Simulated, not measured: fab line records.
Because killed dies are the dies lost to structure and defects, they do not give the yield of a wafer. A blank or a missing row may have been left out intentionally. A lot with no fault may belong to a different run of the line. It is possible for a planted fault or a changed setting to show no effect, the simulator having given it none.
fab line records	flow sky130
record lots=13	wafers=39	last_day=50
route steps=708 shown POLY_CUT@315 SD_P@327 RES_XHIGH@336 SD_N@349 PAD_OPEN@708
lots with no fault: from the same line, run without faults
start_h: start of the lot's first displayed wafer, in hours after the record's first day	wait_h: hours elapsed since this lot's preceding step	" same as the row above	L1.1+2: a row that stands for several wafers	- no value, or no start given	* or withheld: withheld	< > ~ a bound
route shown NAME@n: NAME is a module with steps in the file, n the number in the route of the first one	usual: the fault-free wafers' mean and standard deviation	same: alike in all rows	chamber/n: place in a boat	sites: per-site readings	_std_site: how widely they spread, as a standard deviation	_edge_site: inner sites' mean taken away from outer sites' mean	radius_mm: for every site, how far away it sits from the centre of the wafer	mask NAME#n: copy n	behind: the last tool/chamber to shape the wafer	hold: why the lot was held/for how many hours/how that ended	device: transistor that didn't switch, given as n, p or np	end of line: the tests these same wafers got at the end of their route	a step without rows: its recipe alone	killed: count of dies lost to structure and defects at first sort (not the wafer's yield)	map: shows each die of a wafer: x if killed, . if not, _ if none is there
set.NAME: setting as actually run; set.NAME@STEP: the setting as run at that earlier step	model.NAME: the simulator's own value behind a step, which no gauge read
steps of the route over a sample of lots; a table a step, a row a wafer
services: a tool's chamber out of use, with start hour (start_h, from the record's first day; less than 0 if before it), hours out, and reason
## steps
# step SKY_POLY_CUT_CD_MEAS_08
# recipe target_cd_nm=270
# usual cd_nm=269.8/1.7
lot.wafer	tool	chamber	start_h	wait_h	cd_nm
L317.3	cd_sem-01	-	561.28	-	273.1
L317.4	"	-	"	"	272.3
L317.5	"	-	"	"	272.4
L319.2	cd_sem-01	-	589.96	-	266.7
L319.3	"	-	"	"	266.0
L319.5	"	-	"	"	266.0
L318.2	cd_sem-02	-	591.61	-	268.0
L318.3	"	-	"	"	266.9
L318.5	"	-	"	"	268.2
L321.2	cd_sem-01	-	597.31	-	270.3
L321.3	"	-	"	"	270.4
L321.4	"	-	"	"	270.2
L320.2	cd_sem-02	-	598.01	-	268.2
L320.5	"	-	"	"	269.7
L320.6	"	-	"	"	270.0
L322.1	cd_sem-01	-	606.08	-	267.8
L322.2	"	-	"	"	268.3
L322.4	"	-	"	"	269.4
L323.1	cd_sem-02	-	606.44	-	268.3
L323.2	"	-	"	"	270.8
L323.6	"	-	"	"	267.6
L326.2	cd_sem-01	-	638.46	-	269.1
L326.5	"	-	"	"	267.4
L326.6	"	-	"	"	268.3
L327.2	cd_sem-01	-	646.96	-	268.7
L327.3	"	-	"	"	268.4
L327.6	"	-	"	"	268.8
L333.3	cd_sem-01	-	702.48	-	270.5
L333.4	"	-	"	"	269.5
L333.6	"	-	"	"	270.3
L335.2	cd_sem-01	-	715.01	-	270.0
L335.4	"	-	"	"	269.8
L335.6	"	-	"	"	269.6
L337.3	cd_sem-01	-	725.02	-	270.1
L337.4	"	-	"	"	269.0
L337.5	"	-	"	"	269.1
L336.3	cd_sem-01	-	725.73	-	271.4
L336.5	"	-	"	"	270.4
L336.6	"	-	"	"	270.6
# step SKY_SD_P_CD_MEAS_07
# recipe target_cd_nm=380
# usual cd_nm=379.2/2.6
lot.wafer	tool	chamber	start_h	wait_h	cd_nm
L317.3	cd_sem-01	-	591.76	0.1	381.0
L317.4	"	-	"	"	378.9
L317.5	"	-	"	"	380.0
L319.2	cd_sem-02	-	619.36	0.1	378.7
L319.3	"	-	"	"	379.8
L319.5	"	-	"	"	382.3
L318.2	cd_sem-02	-	621.21	0.1	378.0
L318.3	"	-	"	"	381.1
L318.5	"	-	"	"	378.9
L321.2	cd_sem-01	-	626.69	0.1	383.6
L321.3	"	-	"	"	382.2
L321.4	"	-	"	"	380.8
L320.2	cd_sem-02	-	627.94	0.1	377.4
L320.5	"	-	"	"	377.5
L320.6	"	-	"	"	378.0
L322.1	cd_sem-01	-	635.94	0.1	382.4
L322.2	"	-	"	"	384.9
L322.4	"	-	"	"	385.2
L323.1	cd_sem-01	-	636.24	0.1	378.0
L323.2	"	-	"	"	375.5
L323.6	"	-	"	"	377.9
L326.2	cd_sem-01	-	667.54	0.1	377.6
L326.5	"	-	"	"	380.1
L326.6	"	-	"	"	377.0
L327.2	cd_sem-02	-	674.91	0.1	381.1
L327.3	"	-	"	"	380.4
L327.6	"	-	"	"	380.6
L333.3	cd_sem-01	-	730.13	0.1	383.0
L333.4	"	-	"	"	381.2
L333.6	"	-	"	"	378.2
L335.2	cd_sem-02	-	742.56	0.1	379.0
L335.4	"	-	"	"	378.5
L335.6	"	-	"	"	381.3
L337.3	cd_sem-02	-	752.25	0.1	381.1
L337.4	"	-	"	"	381.1
L337.5	"	-	"	"	378.2
L336.3	cd_sem-01	-	753.46	0.1	380.4
L336.5	"	-	"	"	380.9
L336.6	"	-	"	"	375.0
# step SKY_RES_XHIGH_EXPOSE_04
# recipe mask_id=URPM	na=0.6	source_shape=conventional	sigma_outer=0.6	polarization=unpolarized	target_cd_nm=1270	dose_mj=140
# same na=0.6
lot.wafer	tool	chamber	start_h	wait_h	mask
L317.3+4+5	iline_stepper-01	0	606.16	-	URPM#0
L319.2+3+5	iline_stepper-01	0	634.55	-	URPM#0
L318.2+3+5	iline_stepper-02	0	636.18	-	URPM#0
L321.2+3+4	iline_stepper-01	0	640.88	-	URPM#0
L320.2+5+6	iline_stepper-02	0	642.81	-	URPM#0
L322.1+2+4	iline_stepper-02	0	650.19	-	URPM#0
L323.1+2+6	iline_stepper-01	0	650.91	-	URPM_R1#0
L326.2+5+6	iline_stepper-01	0	682.50	-	URPM#0
L327.2+3+6	iline_stepper-01	0	689.33	-	URPM#0
L333.3+4+6	iline_stepper-02	0	744.12	-	URPM#0
L335.2+4+6	iline_stepper-01	0	755.76	-	URPM#0
L337.3+4+5	iline_stepper-02	0	765.55	-	URPM#0
L336.3+5+6	iline_stepper-02	0	767.68	-	URPM#0
# step SKY_SD_N_CD_MEAS_07
# recipe target_cd_nm=380
# usual cd_nm=380.2/2.1
lot.wafer	tool	chamber	start_h	wait_h	cd_nm
L317.3	cd_sem-01	-	649.86	0.1	381.6
L317.4	"	-	"	"	383.5
L317.5	"	-	"	"	384.0
L319.2	cd_sem-01	-	676.69	0.1	380.7
L319.3	"	-	"	"	381.6
L319.5	"	-	"	"	381.7
L318.2	cd_sem-01	-	677.80	0.1	379.6
L318.3	"	-	"	"	375.8
L318.5	"	-	"	"	377.2
L321.2	cd_sem-01	-	685.06	0.1	383.7
L321.3	"	-	"	"	381.3
L321.4	"	-	"	"	382.7
L320.2	cd_sem-02	-	685.59	0.1	379.3
L320.5	"	-	"	"	381.4
L320.6	"	-	"	"	383.1
L322.1	cd_sem-02	-	692.14	0.1	378.1
L322.2	"	-	"	"	379.4
L322.4	"	-	"	"	379.7
L323.1	cd_sem-01	-	692.82	0.1	377.0
L323.2	"	-	"	"	377.4
L323.6	"	-	"	"	376.7
L326.2	cd_sem-02	-	723.99	0.1	380.9
L326.5	"	-	"	"	380.1
L326.6	"	-	"	"	381.0
L327.2	cd_sem-02	-	731.01	0.1	381.0
L327.3	"	-	"	"	382.0
L327.6	"	-	"	"	380.1
L333.3	cd_sem-02	-	783.27	0.1	381.5
L333.4	"	-	"	"	381.1
L333.6	"	-	"	"	382.2
L335.2	cd_sem-01	-	795.99	0.1	382.3
L335.4	"	-	"	"	380.1
L335.6	"	-	"	"	384.0
L337.3	cd_sem-02	-	805.91	0.1	379.1
L337.4	"	-	"	"	381.9
L337.5	"	-	"	"	381.7
L336.3	cd_sem-01	-	806.93	0.1	378.8
L336.5	"	-	"	"	379.5
L336.6	"	-	"	"	377.9
# step SKY_PAD_OPEN_PROBE_99
# usual killed_at_M0_to_M3=43/6.8	killed_at_M4_up=3.1/1.8	killed_at_contacts=25/5.8	killed_at_front_end=15/4.2	killed_at_other=0.3/0.5	killed_dies=87/9.7	killed_on_rim=17/4.1	killed_open=47/7.3	killed_short=39/6.6
# same gross_dies=492	killed_at_back_side=0
lot.wafer	tool	chamber	start_h	wait_h	killed_at_M0_to_M3	killed_at_M4_up	killed_at_contacts	killed_at_front_end	killed_at_other	killed_dies	killed_on_rim	killed_open	killed_short
L317.3	prober-02	-	1077.46	0.2	41	2	18	10	0	71	13	41	30
L317.4	prober-02	-	1077.51	0.2	46	6	24	11	0	87	14	45	42
L317.5	prober-02	-	1077.56	0.2	34	3	22	18	0	77	14	37	40
L319.2	prober-01	-	1098.29	0.1	51	4	24	16	0	95	19	59	36
L319.3	prober-01	-	1098.34	0.2	50	5	24	26	0	105	16	56	49
L319.5	prober-01	-	1098.44	0.2	50	2	18	19	1	90	13	51	39
L318.2	prober-02	-	1101.10	0.1	59	1	23	15	0	98	16	58	40
L318.3	prober-02	-	1101.15	0.2	41	2	29	15	0	87	17	54	33
L318.5	prober-02	-	1101.25	0.2	31	2	32	20	0	85	13	51	34
L321.2	prober-01	-	1104.80	0.1	41	3	27	13	0	84	20	44	40
L321.3	prober-01	-	1104.85	0.2	44	2	26	12	0	84	18	45	39
L321.4	prober-01	-	1104.90	0.2	46	7	22	7	2	84	16	45	39
L320.2	prober-02	-	1106.54	0.1	32	4	23	14	0	73	12	32	41
L320.5	prober-02	-	1106.69	0.2	43	7	23	17	0	90	23	45	45
L320.6	prober-02	-	1106.74	0.2	45	2	22	18	0	87	15	36	51
L322.1	prober-01	-	1110.14	0.1	49	4	21	19	0	93	11	49	44
L322.2	prober-01	-	1110.19	0.1	39	0	25	17	1	82	14	45	37
L322.4	prober-01	-	1110.29	0.2	45	3	15	22	0	85	17	50	35
L323.1	prober-02	-	1111.10	0.1	56	2	18	13	0	89	18	44	45
L323.2	prober-02	-	1111.15	0.1	53	3	27	10	1	94	23	49	45
L323.6	prober-02	-	1111.35	0.2	49	2	19	10	0	80	19	49	31
L326.2	prober-02	-	1132.54	0.1	40	3	29	19	0	91	16	57	34
L326.5	prober-02	-	1132.69	0.2	57	6	20	18	0	101	20	59	42
L326.6	prober-02	-	1132.74	0.2	37	0	21	9	0	67	10	34	33
L327.2	prober-02	-	1136.90	0.1	35	1	37	14	1	88	16	53	35
L327.3	prober-02	-	1136.95	0.2	35	4	13	19	1	72	14	42	30
L327.6	prober-02	-	1137.10	0.2	35	2	15	11	0	63	15	30	33
L333.3	prober-02	-	1175.59	0.2	50	5	32	22	0	109	22	70	39
L333.4	prober-02	-	1175.64	0.2	50	5	27	21	0	103	25	63	40
L333.6	prober-02	-	1175.74	0.2	37	5	32	19	0	93	23	57	36
L335.2	prober-02	-	1181.91	0.1	39	1	25	12	1	78	14	49	29
L335.4	prober-02	-	1182.01	0.2	40	8	24	10	0	82	11	56	26
L335.6	prober-02	-	1182.11	0.2	59	3	28	18	0	108	25	53	55
L337.3	prober-01	-	1188.14	0.2	40	2	24	24	0	90	15	53	37
L337.4	prober-01	-	1188.19	0.2	47	2	21	12	0	82	18	43	39
L337.5	prober-01	-	1188.24	0.2	41	4	23	22	0	90	18	52	38
L336.3	prober-02	-	1190.00	0.2	39	7	23	15	0	84	15	39	45
L336.5	prober-02	-	1190.10	0.2	41	4	13	13	0	71	11	38	33
L336.6	prober-02	-	1190.15	0.2	44	7	24	11	0	86	18	51	35
# killed by level:class
L317.3 VIA1:geometric_particle:open=9 VIA3:geometric_particle:open=9 METAL2:geometric_particle:short=8 CONTACT:geometric_particle:open=8 LOCAL_INTERCONNECT:geometric_particle:short=5 VIA2:geometric_particle:short=4 VIA2:geometric_particle:open=4 POLY_GATE:geometric_particle:short=3
L317.4 METAL1:geometric_particle:short=12 VIA2:geometric_particle:open=8 VIA1:geometric_particle:open=7 LI_CONTACT:geometric_particle:open=6 CONTACT:geometric_particle:short=6 CONTACT:geometric_particle:open=6 VIA1:geometric_particle:short=5 FIELD_ISO:geometric_particle:short=4
L317.5 LI_CONTACT:geometric_particle:open=8 METAL2:geometric_particle:short=8 VIA2:geometric_particle:open=6 LI_CONTACT:geometric_particle:short=6 VIA3:geometric_particle:open=6 FIELD_ISO:geometric_particle:short=5 CONTACT:geometric_particle:open=5 VIA1:geometric_particle:short=5
L319.2 VIA2:geometric_particle:open=15 CONTACT:geometric_particle:open=11 VIA1:geometric_particle:open=9 FIELD_ISO:geometric_particle:short=6 LI_CONTACT:geometric_particle:open=6 VIA1:geometric_particle:short=6 VIA3:geometric_particle:open=5 FIELD_ISO:geometric_particle:open=4
L319.3 VIA1:geometric_particle:open=11 FIELD_ISO:geometric_particle:open=10 CONTACT:geometric_particle:open=10 METAL2:geometric_particle:short=9 FIELD_ISO:geometric_particle:short=7 VIA1:geometric_particle:short=7 POLY_GATE:geometric_particle:short=6 VIA2:geometric_particle:open=5
L319.5 VIA1:geometric_particle:open=13 VIA1:geometric_particle:short=7 VIA3:geometric_particle:open=7 CONTACT:geometric_particle:open=6 FIELD_ISO:geometric_particle:open=5 POLY_GATE:geometric_particle:open=5 VIA2:geometric_particle:open=4 LI_CONTACT:geometric_particle:open=4
L318.2 VIA1:geometric_particle:open=17 VIA3:geometric_particle:open=9 METAL2:geometric_particle:short=9 CONTACT:geometric_particle:open=8 LI_CONTACT:geometric_particle:open=7 VIA2:geometric_particle:open=7 SPACER:geometric_particle:short=6 POLY_GATE:geometric_particle:short=4
L318.3 VIA1:geometric_particle:open=12 CONTACT:geometric_particle:open=11 LI_CONTACT:geometric_particle:open=9 METAL1:geometric_particle:short=9 VIA3:geometric_particle:open=8 FIELD_ISO:geometric_particle:open=4 POLY_GATE:geometric_particle:short=4 LOCAL_INTERCONNECT:geometric_particle:short=4
L318.5 CONTACT:geometric_particle:open=14 LI_CONTACT:geometric_particle:open=11 VIA1:geometric_particle:open=7 FIELD_ISO:geometric_particle:short=6 VIA3:geometric_particle:short=6 FIELD_ISO:geometric_particle:open=4 VIA1:geometric_particle:short=4 VIA3:geometric_particle:open=4
L321.2 CONTACT:geometric_particle:open=11 VIA1:geometric_particle:open=9 METAL2:geometric_particle:short=8 LI_CONTACT:geometric_particle:open=7 VIA2:geometric_particle:open=7 FIELD_ISO:geometric_particle:short=4 METAL1:geometric_particle:short=4 LI_CONTACT:geometric_particle:short=3
L321.3 CONTACT:geometric_particle:open=12 VIA2:geometric_particle:open=9 METAL1:geometric_particle:short=7 VIA1:geometric_particle:short=7 LOCAL_INTERCONNECT:geometric_particle:short=6 VIA1:geometric_particle:open=6 FIELD_ISO:geometric_particle:open=4 FIELD_ISO:geometric_particle:short=4
L321.4 VIA1:geometric_particle:open=11 CONTACT:geometric_particle:open=8 VIA1:geometric_particle:short=7 VIA2:geometric_particle:open=7 METAL4:geometric_particle:short=6 METAL1:geometric_particle:short=5 LI_CONTACT:geometric_particle:open=5 VIA3:geometric_particle:open=5
L320.2 LI_CONTACT:geometric_particle:open=10 FIELD_ISO:geometric_particle:short=7 METAL2:geometric_particle:short=6 CONTACT:geometric_particle:open=6 VIA1:geometric_particle:short=6 FIELD_ISO:geometric_particle:open=4 VIA3:geometric_particle:open=4 VIA3:geometric_particle:short=4
L320.5 LI_CONTACT:geometric_particle:open=11 VIA1:geometric_particle:open=8 METAL2:geometric_particle:short=7 LI_CONTACT:geometric_particle:short=6 METAL4:geometric_particle:short=6 FIELD_ISO:geometric_particle:open=5 VIA2:geometric_particle:short=5 VIA2:geometric_particle:open=5
L320.6 METAL1:geometric_particle:short=9 CONTACT:geometric_particle:open=7 VIA2:geometric_particle:open=7 VIA1:geometric_particle:short=6 POLY_GATE:geometric_particle:short=5 LI_CONTACT:geometric_particle:short=5 LOCAL_INTERCONNECT:geometric_particle:short=5 VIA1:geometric_particle:open=5
L322.1 CONTACT:geometric_particle:open=9 METAL1:geometric_particle:short=8 VIA1:geometric_particle:open=8 VIA1:geometric_particle:short=7 VIA2:geometric_particle:open=7 LI_CONTACT:geometric_particle:open=6 VIA3:geometric_particle:open=6 POLY_GATE:geometric_particle:open=5
L322.2 VIA1:geometric_particle:open=12 CONTACT:geometric_particle:open=10 VIA2:geometric_particle:open=9 POLY_GATE:geometric_particle:short=7 VIA1:geometric_particle:short=5 LI_CONTACT:geometric_particle:open=4 LI_CONTACT:geometric_particle:short=4 CONTACT:geometric_particle:short=4
L322.4 VIA1:geometric_particle:open=9 POLY_GATE:geometric_particle:open=7 FIELD_ISO:geometric_particle:open=6 LI_CONTACT:geometric_particle:open=6 VIA2:geometric_particle:short=6 VIA3:geometric_particle:open=6 FIELD_ISO:geometric_particle:short=5 VIA2:geometric_particle:open=5
L323.1 VIA1:geometric_particle:open=10 VIA1:geometric_particle:short=7 VIA2:geometric_particle:open=7 VIA3:geometric_particle:open=7 LOCAL_INTERCONNECT:geometric_particle:short=6 METAL1:geometric_particle:short=6 METAL2:geometric_particle:short=6 POLY_GATE:geometric_particle:open=5
L323.2 VIA1:geometric_particle:open=14 CONTACT:geometric_particle:open=11 METAL1:geometric_particle:short=10 VIA3:geometric_particle:open=10 LOCAL_INTERCONNECT:geometric_particle:short=8 CONTACT:geometric_particle:short=4 METAL2:geometric_particle:short=4 VIA2:geometric_particle:open=4
L323.6 VIA1:geometric_particle:open=11 VIA1:geometric_particle:short=9 CONTACT:geometric_particle:open=8 METAL1:geometric_particle:open=7 VIA2:geometric_particle:open=5 POLY_GATE:geometric_particle:open=5 VIA3:geometric_particle:short=5 METAL1:geometric_particle:short=4
L326.2 VIA1:geometric_particle:open=14 LI_CONTACT:geometric_particle:open=10 CONTACT:geometric_particle:open=8 VIA2:geometric_particle:open=7 LOCAL_INTERCONNECT:geometric_particle:short=6 FIELD_ISO:geometric_particle:open=5 FIELD_ISO:geometric_particle:short=5 POLY_GATE:geometric_particle:open=4
L326.5 VIA3:geometric_particle:open=16 VIA1:geometric_particle:open=11 METAL2:geometric_particle:short=8 CONTACT:geometric_particle:open=7 LI_CONTACT:geometric_particle:open=6 FIELD_ISO:geometric_particle:short=5 FIELD_ISO:geometric_particle:open=5 POLY_GATE:geometric_particle:short=5
L326.6 VIA1:geometric_particle:open=12 LI_CONTACT:geometric_particle:open=8 VIA1:geometric_particle:short=8 CONTACT:geometric_particle:open=7 CONTACT:geometric_particle:short=4 METAL1:geometric_particle:short=4 FIELD_ISO:geometric_particle:short=3 POLY_GATE:geometric_particle:short=3
L327.2 CONTACT:geometric_particle:open=12 LI_CONTACT:geometric_particle:open=11 VIA1:geometric_particle:open=7 POLY_GATE:geometric_particle:open=5 VIA3:geometric_particle:open=5 CONTACT:geometric_particle:short=5 VIA2:geometric_particle:open=5 POLY_GATE:geometric_particle:short=4
L327.3 POLY_GATE:geometric_particle:open=7 LI_CONTACT:geometric_particle:open=7 VIA1:geometric_particle:open=7 VIA2:geometric_particle:open=6 FIELD_ISO:geometric_particle:open=4 METAL1:geometric_particle:short=4 VIA2:geometric_particle:short=4 VIA3:geometric_particle:open=4
L327.6 VIA1:geometric_particle:open=7 VIA1:geometric_particle:short=6 METAL2:geometric_particle:short=6 CONTACT:geometric_particle:open=5 LI_CONTACT:geometric_particle:open=4 VIA2:geometric_particle:short=4 POLY_GATE:geometric_particle:short=3 LI_CONTACT:geometric_particle:short=3
L333.3 CONTACT:geometric_particle:open=14 LI_CONTACT:geometric_particle:open=13 VIA1:geometric_particle:open=13 FIELD_ISO:geometric_particle:open=9 VIA3:geometric_particle:open=8 POLY_GATE:geometric_particle:short=6 METAL1:geometric_particle:short=5 VIA2:geometric_particle:open=5
L333.4 VIA1:geometric_particle:open=17 LI_CONTACT:geometric_particle:open=10 VIA3:geometric_particle:open=9 CONTACT:geometric_particle:open=7 VIA2:geometric_particle:open=7 POLY_GATE:geometric_particle:open=6 CONTACT:geometric_particle:short=6 METAL2:geometric_particle:short=6
L333.6 VIA1:geometric_particle:open=13 CONTACT:geometric_particle:open=12 FIELD_ISO:geometric_particle:short=6 CONTACT:geometric_particle:short=5 POLY_GATE:geometric_particle:open=4 LI_CONTACT:geometric_particle:open=4 LI_CONTACT:geometric_particle:short=4 LOCAL_INTERCONNECT:geometric_particle:short=4
L335.2 VIA1:geometric_particle:open=12 CONTACT:geometric_particle:open=8 VIA3:geometric_particle:open=7 LI_CONTACT:geometric_particle:open=7 VIA2:geometric_particle:open=6 LOCAL_INTERCONNECT:geometric_particle:short=5 METAL2:geometric_particle:short=5 LI_CONTACT:geometric_particle:short=4
L335.4 VIA1:geometric_particle:open=14 VIA2:geometric_particle:open=11 LI_CONTACT:geometric_particle:open=8 CONTACT:geometric_particle:open=8 METAL4:geometric_particle:short=5 POLY_GATE:geometric_particle:open=4 LOCAL_INTERCONNECT:geometric_particle:short=4 FIELD_ISO:geometric_particle:open=3
L335.6 VIA2:geometric_particle:open=12 CONTACT:geometric_particle:open=11 VIA1:geometric_particle:open=9 LOCAL_INTERCONNECT:geometric_particle:short=8 METAL2:geometric_particle:short=7 METAL1:geometric_particle:short=7 VIA2:geometric_particle:short=7 FIELD_ISO:geometric_particle:short=6
L337.3 CONTACT:geometric_particle:open=13 VIA1:geometric_particle:open=9 FIELD_ISO:geometric_particle:short=7 METAL2:geometric_particle:short=7 VIA2:geometric_particle:open=7 FIELD_ISO:geometric_particle:open=6 CONTACT:geometric_particle:short=6 VIA3:geometric_particle:open=6
L337.4 CONTACT:geometric_particle:open=12 VIA3:geometric_particle:open=8 VIA1:geometric_particle:open=7 VIA1:geometric_particle:short=7 VIA2:geometric_particle:open=7 METAL3:geometric_particle:short=6 POLY_GATE:geometric_particle:open=4 METAL1:geometric_particle:short=3
L337.5 VIA1:geometric_particle:open=9 LI_CONTACT:geometric_particle:open=7 CONTACT:geometric_particle:open=7 FIELD_ISO:geometric_particle:open=6 POLY_GATE:geometric_particle:open=6 CONTACT:geometric_particle:short=6 VIA2:geometric_particle:open=6 VIA3:geometric_particle:open=5
L336.3 CONTACT:geometric_particle:open=11 METAL1:geometric_particle:short=8 VIA1:geometric_particle:open=8 CONTACT:geometric_particle:short=7 METAL4:geometric_particle:short=7 POLY_GATE:geometric_particle:open=6 VIA2:geometric_particle:open=6 VIA2:geometric_particle:short=4
L336.5 METAL1:geometric_particle:short=6 VIA1:geometric_particle:open=6 VIA2:geometric_particle:open=6 VIA3:geometric_particle:open=6 METAL2:geometric_particle:short=5 POLY_GATE:geometric_particle:open=5 LOCAL_INTERCONNECT:geometric_particle:short=4 CONTACT:geometric_particle:open=4
L336.6 VIA1:geometric_particle:open=10 LI_CONTACT:geometric_particle:open=9 VIA3:geometric_particle:open=8 CONTACT:geometric_particle:open=7 CONTACT:geometric_particle:short=5 METAL2:geometric_particle:short=5 VIA2:geometric_particle:open=5 VIA2:geometric_particle:short=4
## services
tool	chamber	start_h	hours	kind
iline_stepper-02	-	715.16	9.7	repair
iline_stepper-01	-	728.57	6.9	repair
## key
first_sign step=SKY_RES_XHIGH_EXPOSE_04	reading=mask	direction=changed
effect none on later readings
met_at SKY_RES_XHIGH_EXPOSE_04
struck_lots L323
tester_left_out L323
not_acting_at SKY_POLY_CUT_CD_MEAS_08,SKY_SD_P_CD_MEAS_07,SKY_SD_N_CD_MEAS_07
onset_between 640.88 650.91
fault kind=wrong_mask	tool=any	chamber=-	onset_h=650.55	steps=SKY_RES_XHIGH_EXPOSE_04	aux_copy=URPM_R1#0	cd_offset_nm=190	scope=struck_lots_only
# tester_left_out: of these lots the tester's yield and bins aren't shown, on N5 and GAA mostly nor the transistor test; their killed dies are dies lost to structure and defects alone, not to doping, threshold or leakage, so they don't give the yield
